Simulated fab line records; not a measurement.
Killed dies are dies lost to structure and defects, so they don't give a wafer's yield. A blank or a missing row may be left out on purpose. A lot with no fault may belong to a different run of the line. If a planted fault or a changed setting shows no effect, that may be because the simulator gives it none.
The same fault as seen by 2 desks | flow gf180mcu | each desk has only its own numbers; what lay behind them comes last

== THE METROLOGY DESK ==
What the gauges read for every lot (on any tool): the sampled wafers with a number, averaged. Any lot whose mean is over 4 standard deviations away from the usual mean is out of limits and marked OUT; that distance is given in the brackets. 7 of its 9 readings are shown, namely those furthest out on some lot.
Columns: A = M4_ALCU_RS at GF_M4_RS_MEAS_05, usual 0.0696 ohm/sq; B = M4_ALCU_THK at GF_M4_THK_MEAS_06, usual 449 nm; C = cdNm at GF_M4_CD_MEAS_14, usual 280.0 nm; D = M4_OVL at GF_M4_OVL_MEAS_15, usual 1 nm; E = V4_CVD_00_THK at GF_V4_THK_MEAS_01, usual 600 nm; F = V4_CVD_02_THK at GF_V4_THK_MEAS_03, usual 853 nm; G = V4_BOW at GF_V4_BOW_MEAS_05, usual 135 um
lot  | first seen here | A      | B   | C     | D  | E   | F   | G
L960 | day 25 09:28    | 0.0697 | 446 | 280.0 | 10 | 607 | 858 | 144
L963 | day 26 00:26    | 0.0686 | 457 | 279.8 | 0  | 598 | 837 | 129
L964 | day 26 13:17    | 0.0706 | 445 | 278.2 | -2 | 604 | 851 | 131
L973 | day 28 23:49    | 0.0693 | 457 | 279.9 | 0  | 603 | 855 | 136
L975 | day 29 10:20    | 0.0703 | 449 | 281.9 | -6 | 587 | 852 | 139
L976 | day 29 15:55    | 0.0686 | 462 | 278.7 | -0 | 602 | 859 | 126
This desk's finding: nothing out of limits on any of the 6 lots.

== FOR THE TOOL OWNER'S DESK: pvdSputter-03 ==
At GF_M4_SPUTTER_04 (material TiN, target thk 50 nm, time 41.7 s) the tool's own readings: per lot run on this tool, the mean of the sampled wafers that have a number. Any lot whose mean is over 4 standard deviations away from the usual mean is out of limits and marked OUT; that distance is given in the brackets.
Columns: A = chamberPressurePa at GF_M4_SPUTTER_04, usual 0.4001 Pa; B = throttleValvePct at GF_M4_SPUTTER_04, usual 29.9 %
lot  | first seen here | A      | B
L960 | day 25 10:07    | 0.4007 | 30.0
L973 | day 29 00:32    | 0.4005 | 29.3
L976 | day 29 16:32    | 0.4007 | 30.7
This desk's finding: nothing out of limits on any of the 3 lots.

== BROUGHT TOGETHER ==
The metrology desk saw nothing out of limits.
The tool owner's desk saw nothing out of limits.

== WHAT THE SIMULATOR HAD PUT IN ==
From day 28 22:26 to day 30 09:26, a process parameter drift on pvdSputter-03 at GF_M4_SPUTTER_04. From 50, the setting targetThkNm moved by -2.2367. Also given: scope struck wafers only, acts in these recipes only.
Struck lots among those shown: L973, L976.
